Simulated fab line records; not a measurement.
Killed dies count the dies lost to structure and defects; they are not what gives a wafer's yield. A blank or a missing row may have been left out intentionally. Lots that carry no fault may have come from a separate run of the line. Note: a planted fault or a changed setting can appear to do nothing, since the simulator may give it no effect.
Split-lot experiment + flow sky130 + 5 lots, 23 wafers read, on a route of 708 steps

## ABOUT THE SPLIT
At SKY_METAL3_SPUTTER_00 (material Ti, target thk 15 nm, time 10 s), the setting powerW was moved away from the recipe's 3000 W on 10 of the 23 wafers read, by -11.9% to +4.3%. All remaining wafers had this setting at the recipe value.

The reading is taken at the split's own step.

## THE READING
Ti_of_METAL3_SPUTTER_00.thkNm (the simulator's own value, which no gauge read), in nm, at SKY_METAL3_SPUTTER_00 (material Ti, target thk 15 nm, time 10 s). There is no usual value for it anywhere in the file. Across the 13 wafers here that went through the recipe, the average is 14.87 nm and the standard deviation 0.19 nm.

| wafer  | tool, chamber at the split | powerW as run, W | against the recipe | Ti_of_METAL3_SPUTTER_00.thkNm, nm | against lot-mates on the recipe |
|--------|----------------------------|------------------|--------------------|-----------------------------------|---------------------------------|
| L074.1 | pvdSputter-02, -           | 2806             | -6.5%              | 13.8                              | -1.04                           |
| L074.2 | pvdSputter-02, -           | 3000             | recipe             | 14.81                             | -                               |
| L074.4 | pvdSputter-02, -           | 3000             | recipe             | 14.93                             | -                               |
| L074.5 | pvdSputter-02, -           | 2806             | -6.5%              | 13.79                             | -1.05                           |
| L074.6 | pvdSputter-02, -           | 3000             | recipe             | 14.79                             | -                               |
| L078.1 | pvdSputter-01, -           | 3000             | recipe             | 14.68                             | -                               |
| L078.2 | pvdSputter-01, -           | 2737             | -8.8%              | 13.6                              | -1.24                           |
| L078.3 | pvdSputter-01, -           | 2737             | -8.8%              | 13.71                             | -1.12                           |
| L078.5 | pvdSputter-01, -           | 3000             | recipe             | 14.99                             | -                               |
| L078.6 | pvdSputter-01, -           | 2737             | -8.8%              | 13.47                             | -1.37                           |
| L079.1 | pvdSputter-01, -           | 3000             | recipe             | 14.96                             | -                               |
| L079.4 | pvdSputter-01, -           | 3000             | recipe             | 15.38                             | -                               |
| L079.5 | pvdSputter-01, -           | 3000             | recipe             | 14.77                             | -                               |
| L080.1 | pvdSputter-03, -           | 3129             | +4.3%              | 15.04                             | +0.32                           |
| L080.2 | pvdSputter-03, -           | 3129             | +4.3%              | 15.48                             | +0.76                           |
| L080.4 | pvdSputter-03, -           | 3000             | recipe             | 14.71                             | -                               |
| L080.5 | pvdSputter-03, -           | 3000             | recipe             | 14.9                              | -                               |
| L080.6 | pvdSputter-03, -           | 3000             | recipe             | 14.56                             | -                               |
| L082.2 | pvdSputter-01, -           | 2643             | -11.9%             | 12.91                             | -1.98                           |
| L082.3 | pvdSputter-01, -           | 3000             | recipe             | 14.92                             | -                               |
| L082.4 | pvdSputter-01, -           | 2643             | -11.9%             | 13.49                             | -1.40                           |
| L082.5 | pvdSputter-01, -           | 3000             | recipe             | 14.86                             | -                               |
| L082.6 | pvdSputter-01, -           | 2643             | -11.9%             | 13.19                             | -1.70                           |

FIT RESULTS
A straight line over all 23 wafers: Ti_of_METAL3_SPUTTER_00.thkNm changes by +0.138 nm for each +1% of powerW; r = +0.96; the points scatter about the line by 0.2 nm.
The same after taking each lot's own level away (the mean of its wafers on the recipe; 23 wafers): +0.142 nm for each +1%; r = +0.97; scatter 0.18 nm.
The reading moves by 1.7 nm for the largest change in powerW, on that fit.
The lots' own levels span 14.723 to 15.037 nm, that is 1.7 times the standard deviation above.
Consequently the slope shifts little with the lot-to-lot level, the two slopes agreeing.
Check: for one of the wafers moved furthest among these (-11.9%), held out of the fit, the line's prediction against its lot-mates is -1.65 nm. It came out at -1.98 nm against them.

## FURTHER SPLITS ON THESE WAFERS
Before the reading, these wafers also passed through other splits. Each is held against what the fit with the lots' levels taken away leaves over:
| other split on the same wafers           | wafers away from the commonest value | r with Ti_of_METAL3_SPUTTER_00.thkNm (lot level and that fit taken away) |
|------------------------------------------|--------------------------------------|--------------------------------------------------------------------------|
| SKY_CONTACT_SPUTTER_23 chamberPressurePa | 5                                    | +0.03                                                                    |
| SKY_METAL1_SPUTTER_01 timeS              | 7                                    | +0.06                                                                    |
| SKY_METAL1_DEVELOP_14 devTempC           | 9                                    | -0.10                                                                    |
| SKY_VIA1_HDPCVD_00 sih4FlowSccm          | 6                                    | +0.08                                                                    |
| SKY_VIA1_SPUTTER_20 timeS                | 6                                    | +0.29                                                                    |
| SKY_METAL2_SPUTTER_02 powerW             | 7                                    | -0.06                                                                    |
| SKY_VIA2_CMP_02 leaveAboveRefNm          | 5                                    | +0.10                                                                    |
| SKY_VIA2_SOFTBAKE_08 timeS               | 4                                    | -0.23                                                                    |
| SKY_VIA2_SPUTTER_20 powerW               | 12                                   | +0.25                                                                    |

## FILE'S OWN FIT
Ti_of_METAL3_SPUTTER_00.thkNm changes by +0.144 nm for each +1% of powerW, r = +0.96.
